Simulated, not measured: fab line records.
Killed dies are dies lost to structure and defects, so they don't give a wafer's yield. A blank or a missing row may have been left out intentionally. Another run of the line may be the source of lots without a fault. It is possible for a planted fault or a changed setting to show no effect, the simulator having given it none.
Which of the tools did it? + flow gf180mcu + Sampling: 11 lots, 33 wafers, 3 of 602 route steps

WHAT THE GAUGES SHOWED, per wafer
GF_VT_IMPLANT_RS_MEAS_48: measures by four-point-probe.
| lot  | measured     | on            | LVPWELL_RS (ohm/sq)           |
|------|--------------|---------------|-------------------------------|
| L341 | day 7 20:56  | film_metro-04 | 1198 1196 1198                |
| L342 | day 8 08:15  | film_metro-01 | 1193 1194 1194                |
| L344 | day 8 15:38  | film_metro-04 | 1194 1192 1196                |
| L347 | day 9 10:31  | film_metro-04 | 1201 1202 1204                |
| L348 | day 9 21:44  | film_metro-01 | 1191 1194 1192                |
| L350 | day 10 09:50 | film_metro-04 | 1196 1195 1196                |
| L356 | day 12 01:34 | film_metro-01 | 1199 1198 1203                |
| L357 | day 12 09:54 | film_metro-01 | 1194 1196 1197                |
| L360 | day 13 06:02 | film_metro-02 | 1219 1221 1222 1217 1222 1223 |
| L361 | day 13 13:05 | film_metro-02 | 1200 1195 1197                |
| L363 | day 14 01:27 | film_metro-01 | 1225 1218 1224 1227 1219 1225 |

EACH LOT AND THE TOOL THAT RAN IT (in order: tool; ch and the chambers of the sampled wafers; start)
| lot  | GF_NWELL_STRIP_10                   | GF_LVPWELL_IMPLANT_09          |
|------|-------------------------------------|--------------------------------|
| L341 | plasma_asher-03 ch 0,1, day 3 12:37 | implanter-02 ch 0, day 4 02:11 |
| L342 | plasma_asher-04 ch 0,1, day 3 23:29 | implanter-01 ch 0, day 4 13:11 |
| L344 | plasma_asher-01 ch 0,1, day 4 06:05 | implanter-02 ch 0, day 4 19:23 |
| L347 | plasma_asher-03 ch 0,1, day 4 20:16 | implanter-02 ch 0, day 5 10:29 |
| L348 | plasma_asher-01 ch 0,1, day 5 05:39 | implanter-01 ch 0, day 5 19:34 |
| L350 | plasma_asher-04 ch 0,1, day 5 13:50 | implanter-02 ch 0, day 6 04:53 |
| L356 | plasma_asher-04 ch 0,1, day 6 23:29 | implanter-02 ch 0, day 7 15:28 |
| L357 | plasma_asher-04 ch 0,1, day 7 06:03 | implanter-03 ch 0, day 7 22:13 |
| L360 | plasma_asher-04 ch 0,1, day 7 20:52 | implanter-02 ch 0, day 8 13:16 |
| L361 | plasma_asher-03 ch 0,1, day 8 03:33 | implanter-03 ch 0, day 8 20:35 |
| L363 | plasma_asher-03 ch 0,1, day 8 13:17 | implanter-02 ch 0, day 9 06:41 |
- GF_NWELL_STRIP_10: strips in O2/N2.
- GF_LVPWELL_IMPLANT_09

THE ANSWER, worked out from the rows above alone
Rule: the lots themselves supply what counts as usual. The widest of any qualifying gaps counts: lots, ordered by their means at a reading, are off when they make up no more than a third of the lots, leave a main group of 4 or more, and stand apart from it by 3 or more times the standard deviation of that group's means. If all means in a main group match to the digits the tables above print for the reading, that group is not used. Also off: a lot with no number at a reading for which 4 or more lots have one. The other lots that the step has rows for count as sound.
Off: L360, L363, at GF_VT_IMPLANT_RS_MEAS_48 (LVPWELL_RS). The main group has a mean of 1196 ohm/sq with a standard deviation of 3.
If a tool, at a process step before that reading, ran all the lots that are off and no sound lot after the first of them, it fits. Those tools and the gauges at GF_VT_IMPLANT_RS_MEAS_48 are tried in the same way. One fits: GF_LVPWELL_IMPLANT_09 on implanter-02. A fault onset in the window from L356 (day 7 15:28, its last sound lot) to L360 (day 8 13:16, its first lot off) fits.

WHAT THE SIMULATOR PUT IN
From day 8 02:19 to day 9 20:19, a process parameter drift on implanter-02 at GF_LVPWELL_IMPLANT_09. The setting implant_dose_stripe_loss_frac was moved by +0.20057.
Struck lots among those shown: L360, L363. Same finding as the rule above.
